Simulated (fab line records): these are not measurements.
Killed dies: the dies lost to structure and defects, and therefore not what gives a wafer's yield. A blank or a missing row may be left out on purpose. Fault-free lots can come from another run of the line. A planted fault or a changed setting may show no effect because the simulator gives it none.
Matching of chambers    flow sky130    SKY_VIA2_CMP_24 on cmp-02: 4 sister chambers
The step polishes, stops on SiO2, t overpolish 20 s, target thk 0 nm. 8 wafers are shown with their chamber, then 7 later ones without.

## EACH WAFER AND ITS CHAMBER
wafer   chamber  motor current A (A)  time to endpoint s (s)
L798.1  3        12.0                 95
L810.4  0        11.1                 90
L810.5  3        12.3                 93
L811.1  1        9.0                  103
L811.3  2        10.2                 97
L811.6  2        10.0                 93
L813.1  0        10.9                 101
L813.2  1        8.7                  102

## WAFERS MISSING THEIR CHAMBER
wafer   motor current A (A)  time to endpoint s (s)
L813.5  9.9                  97
L814.3  11.4                 104
L814.5  12.8                 97
L814.6  10.9                 105
L815.1  11.6                 103
L815.3  10.0                 100
L815.6  11.5                 104

## WHICH CHAMBER EACH ONE RAN IN
wafer   from the rows above      in truth
L813.5  2                        2
L814.3  can't be placed: 0 or 3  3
L814.5  3                        3
L814.6  0                        0
L815.1  can't be placed: 3 or 0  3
L815.3  2                        2
L815.6  can't be placed: 0 or 3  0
Correct placement for 4 of the 7. From these rows, 3 cannot be placed; in 3 the true chamber is one of the candidates. Placed wrongly: 0.
How it was worked out, from the rows above alone: a wafer's distance from a chamber is the root of the sum, over the readings, of the square of ((its reading less the chamber's mean) divided by the reading's scatter). The wafer belongs to the nearest chamber; if the next one is less than 2 further off, it can't be placed. The mean given for a chamber averages the wafers shown for that chamber. The scatter: the root of (the sum of the squares of (reading less its chamber's mean) over the shown wafers, divided by (wafers less chambers)).
